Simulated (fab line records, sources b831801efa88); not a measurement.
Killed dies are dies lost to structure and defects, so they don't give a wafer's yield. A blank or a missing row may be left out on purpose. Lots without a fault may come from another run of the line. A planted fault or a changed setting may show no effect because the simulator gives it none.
One fault seen from 2 desks | flow sky130 | each desk has only its own numbers; what lay behind them comes last

THE TOOL OWNER'S DESK: hdpcvd-02
The tool's own readings at SKY_VIA4_HDPCVD_00 (deposits SiO2, target thk 1750 nm, time 291.7 s): means of the sampled wafers that have a number, for each lot that ran on this tool. A lot is out of limits, marked OUT, if its mean lies more than 4 standard deviations from the usual mean; the brackets give that distance.
Columns: A = run_length_s at SKY_VIA4_HDPCVD_00, usual 319.7 s
lot  | first seen here | A
L753 | day 42 00:55    | 320.2
L754 | day 42 08:03    | 320.0
L762 | day 44 23:01    | 319.9
L772 | day 47 07:46    | 341.9 (+52) OUT
L773 | day 47 11:09    | 342.3 (+52) OUT
This desk's finding: out of limits on L772, L773; first on L772, day 47 07:46 (run_length_s at SKY_VIA4_HDPCVD_00). In limits: L753, L754, L762.

THE METROLOGY DESK
What the gauges read, lot by lot, whatever tool the lot ran on: means of the sampled wafers that have a number. A lot is out of limits, marked OUT, if its mean lies more than 4 standard deviations from the usual mean; the brackets give that distance.
Columns: A = CAP2M_TIN_RS at SKY_CAP2M_RS_MEAS_03, usual 6.88 ohm/sq; B = VIA4_HDPCVD_THK at SKY_VIA4_THK_MEAS_01, usual 1754 nm
lot  | first seen here | A    | B
L753 | day 39 20:38    | 6.98 | 1748
L754 | day 40 04:34    | 6.80 | 1759
L756 | day 40 21:37    | 6.87 | 1740
L757 | day 41 07:38    | 6.81 | 1750
L758 | day 41 13:12    | 6.92 | 1737
L760 | day 42 00:03    | 6.81 | 1760
L762 | day 42 23:54    | 6.79 | 1766
L772 | day 45 12:11    | 6.87 | 1881 (+5.8) OUT
L773 | day 45 15:15    | 6.90 | 1916 (+7.4) OUT
L775 | day 46 12:02    | 6.91 | 1754
L776 | day 46 19:52    | 6.87 | 1751
This desk's finding: out of limits on L772, L773; first on L772, day 47 07:56 (VIA4_HDPCVD_THK at SKY_VIA4_THK_MEAS_01). In limits: L753, L754, L756, L757, L758, L760, L762, L775, L776.

PUT TOGETHER
The tool owner's desk could have raised an alarm at day 47 07:46, on L772, L773.
The metrology desk could have raised an alarm at day 47 07:56, on L772, L773.
Of the lots named, all ran SKY_VIA4_HDPCVD_00 on hdpcvd-02.

WHAT THE SIMULATOR HAD PUT IN
Process parameter drift: hdpcvd-02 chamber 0, from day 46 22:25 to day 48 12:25, at SKY_VIA4_HDPCVD_00. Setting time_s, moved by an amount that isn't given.
Lots struck among those shown: L772, L773.
Hours from the fault's start to each desk's first reading out of limits: the tool owner's desk, 9; the metrology desk, 10.
